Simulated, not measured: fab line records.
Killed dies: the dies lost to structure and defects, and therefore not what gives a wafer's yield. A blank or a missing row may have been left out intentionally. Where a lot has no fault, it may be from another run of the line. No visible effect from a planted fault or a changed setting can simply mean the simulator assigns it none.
A lot that was struck, set against a sound lot | flow sky130 | 44 steps out of a route of 708
Sound: these wafers, L360.1, L360.3, L360.4. Struck: wafer L371.2 (left out: L371.4, L371.5 of the same lot, which were not struck); the cause appears at the end.
At each step with rows: each side's tool, then ch and its chambers, then its first start. Under that, the readings that differ: sound wafers | struck wafers | difference of the means | sigmas: that difference in standard deviations of wafers without a fault.
alike: a reading whose means differ by less than 2 such deviations, as well as words and numbers matching on both sides. not compared: withheld readings; readings where some wafer has no value; bounds like >300 that might hide an equal value; numbers whose values overlap and for which the record gives no deviation.
The two part at a step that has a row with sigmas, a row that says differs or no value, or rows on one side only. Non-overlapping numbers with no deviation appear without sigmas and do not part them. A reading that every wafer of one side lacks parts them only if that side has two wafers or more.

first, 4 steps without rows for these wafers: SKY_VIA4_STRIP_14 (strips in post etch residue remover, time 1200 s); SKY_VIA4_CLEAN_15 (cleans in IPA, time 180 s); SKY_VIA4_CLEAN_16 (cleans in O3/DIW); SKY_VIA4_SPUTTER_17 (material TiN, target thk 20 nm, time 80 s).
SKY_VIA4_CVD_18: deposits W, target thk 505 nm, time 152.14 s.
  sound on cvd_w-01 ch 0, day 44 23:12; struck on cvd_w-02 ch 0, day 47 09:22
  alike: chamber_pressure_Torr, heater_power_w
  not compared: since_wet_clean_h
SKY_VIA4_RS_MEAS_19: the measuring method here is four-point-probe.
  sound on film_metro-03 at day 44 23:30; struck on film_metro-03 at day 47 09:32
  reading            | sound             | struck | difference | sigmas
  VIA4_W_RS (ohm/sq) | 0.221 0.221 0.222 | 0.230  | +0.009     | +2
SKY_VIA4_THK_MEAS_20: measures by xrf.
  sound on film_metro-03 at day 44 23:37; struck on film_metro-03 at day 47 09:39
  reading         | sound       | struck | difference | sigmas
  VIA4_W_THK (nm) | 496 496 493 | 477    | -18        | -2
SKY_VIA4_CMP_21: polishes, stops on SiO2, t overpolish 25 s, target thk 0 nm.
  sound on cmp-02 ch 0,1,3, day 44 23:41; struck on cmp-01 ch 2, day 47 09:42
  alike: motor_current_A, overpolish_run_s, platen_rpm, retaining_ring_pressure_frac, time_to_endpoint_s
SKY_METAL5_SPUTTER_00: material Ti, target thk 15 nm, time 10 s.
  sound on pvd_sputter-03 at day 44 23:59; struck on pvd_sputter-01 at day 47 10:00
  alike: throttle_valve_pct
SKY_METAL5_SPUTTER_01: material TiN, target thk 20 nm, time 16.7 s.
  sound on pvd_sputter-03 at day 45 00:01; struck on pvd_sputter-01 at day 47 10:01
  alike: throttle_valve_pct
SKY_METAL5_SPUTTER_02: material AlCu, target thk 1150 nm, time 61.2 s.
  sound on pvd_sputter-03 at day 45 00:02; struck on pvd_sputter-01 at day 47 10:03
  alike: throttle_valve_pct
then, 1 step without rows for these wafers: SKY_METAL5_SPUTTER_03 (material Ti, target thk 5 nm, time 3.3 s).
SKY_METAL5_SPUTTER_04: material TiN, target thk 70 nm, time 58.3 s.
  sound on pvd_sputter-03 at day 45 00:07; struck on pvd_sputter-01 at day 47 10:07
  reading                                    | sound             | struck | difference | sigmas
  model.TiN_of_METAL5_SPUTTER_04.thk_nm (nm) | 70.47 70.69 69.86 | 58.28  | -12.06     |
  alike: throttle_valve_pct
SKY_METAL5_RS_MEAS_05: the measuring method here is four-point-probe.
  sound on film_metro-03 at day 45 00:10; struck on film_metro-02 at day 47 10:11
  alike: METAL5_ALCU_RS
SKY_METAL5_THK_MEAS_06: measures by xrf.
  sound on film_metro-03 at day 45 00:17; struck on film_metro-02 at day 47 10:17
  reading              | sound          | struck | difference | sigmas
  METAL5_ALCU_THK (nm) | 1142 1128 1133 | 1169   | +35        | +3
then, 10 steps without rows for these wafers: SKY_METAL5_DEHYDRATE_07 (time 60 s); SKY_METAL5_HMDS_08 (prime time 60 s); SKY_METAL5_COAT_09 (resist thk 1800 nm); SKY_METAL5_SOFTBAKE_10 (time 60 s); SKY_METAL5_EXPOSE_11 (exposes mask MM5, target cd 1600 nm); SKY_METAL5_PEB_12; SKY_METAL5_DEVELOP_13 (develop time 60 s); SKY_METAL5_DESCUM_14 (chemistry O2, time 11 s); SKY_METAL5_METAL_ETCH_15 (etches the open film in Cl2/BCl3, stops on SiO2, target depth 1260 nm, time 252 s); SKY_METAL5_STRIP_16 (strips in O2/N2).
SKY_METAL5_STRIP_17: strips in post etch residue remover, time 1200 s.
  sound on wet_bench-01 ch 1, day 45 21:33; struck on wet_bench-02 ch 1, day 48 06:07
  reading                                    | sound             | struck | difference | sigmas
  model.TiN_of_METAL5_SPUTTER_04.thk_nm (nm) | 70.05 70.27 69.43 | 57.86  | -12.06     |
then, 3 steps without rows for these wafers: SKY_METAL5_CLEAN_18 (cleans in IPA, time 180 s); SKY_METAL5_CLEAN_19 (cleans in O3/DIW); SKY_PASSIVATION_CVD_00 (deposits SiO2, target thk 90 nm).
SKY_PASSIVATION_THK_MEAS_01:
  sound on film_metro-01 at day 45 22:04; struck on film_metro-03 at day 48 06:38
  alike: PASSIVATION_CVD_00_THK
then, 1 step without rows for these wafers: SKY_PASSIVATION_CVD_02 (deposits Si3N4, target thk 540 nm).
SKY_PASSIVATION_THK_MEAS_03:
  sound on film_metro-02 at day 45 22:21; struck on film_metro-02 at day 48 06:55
  alike: PASSIVATION_CVD_02_THK
then, 7 steps without rows for these wafers: SKY_PASSIVATION_DEHYDRATE_04 (time 60 s); SKY_PASSIVATION_HMDS_05 (prime time 60 s); SKY_PASSIVATION_COAT_06 (resist thk 3000 nm); SKY_PASSIVATION_SOFTBAKE_07; SKY_PASSIVATION_EXPOSE_08 (exposes mask NSM, target cd 3000 nm); SKY_PASSIVATION_PEB_09; SKY_PASSIVATION_DEVELOP_10 (develop time 60 s).
SKY_PASSIVATION_ETCH_11: etches the open film in CF4/O2, stops on AlCu, target depth 725 nm, time 161.1 s.
  sound on rie_diel-03 ch 1,2,3, day 46 19:31; struck on rie_diel-02 ch 0, day 49 00:56
  reading                                 | sound             | struck | difference | sigmas
  cf4_flow_sccm (sccm)                    | 79.87 79.82 80.06 | 80.51  | +0.59      | +3
  drypump_motor_current_A (A)             | 5.5 5.0 5.9       | 6.5    | +1.0       | +2
  rf_hours_counter_h (h)                  | 31 20 22          | 8      | -16        |
  model.PASSIVATION.feature_depth_nm (nm) | 708.1 704.6 707.6 | 688    | -19        |
  alike: oes_product_au, throttle_valve_pct
then, 2 steps without rows for these wafers: SKY_PASSIVATION_STRIP_12 (strips in O2/N2); SKY_PAD_OPEN_DEHYDRATE_00 (time 60 s).
SKY_PAD_OPEN_ETCH_07: etches the open film in CF4/O2, stops on AlCu, target depth 725 nm, time 161.1 s.
  sound on rie_diel-01 ch 0,1,3, day 47 15:25; struck on rie_diel-03 ch 0, day 49 18:13
  reading                              | sound             | struck | difference | sigmas
  rf_hours_counter_h (h)               | 19 13 2           | 27     | +16        |
  model.PAD_OPEN.feature_depth_nm (nm) | 708.1 704.6 707.6 | 688    | -19        |
  alike: cf4_flow_sccm, drypump_motor_current_A, oes_product_au, throttle_valve_pct
SKY_PAD_OPEN_PROBE_99:
  only the struck wafers here have rows in the record (prober-02, day 49 20:37); the sound ones have none

== WHERE THEY PART ==
Last at SKY_PAD_OPEN_PROBE_99 as far as this record goes, first at SKY_VIA4_RS_MEAS_19.

WHY: what had been put in by the simulator
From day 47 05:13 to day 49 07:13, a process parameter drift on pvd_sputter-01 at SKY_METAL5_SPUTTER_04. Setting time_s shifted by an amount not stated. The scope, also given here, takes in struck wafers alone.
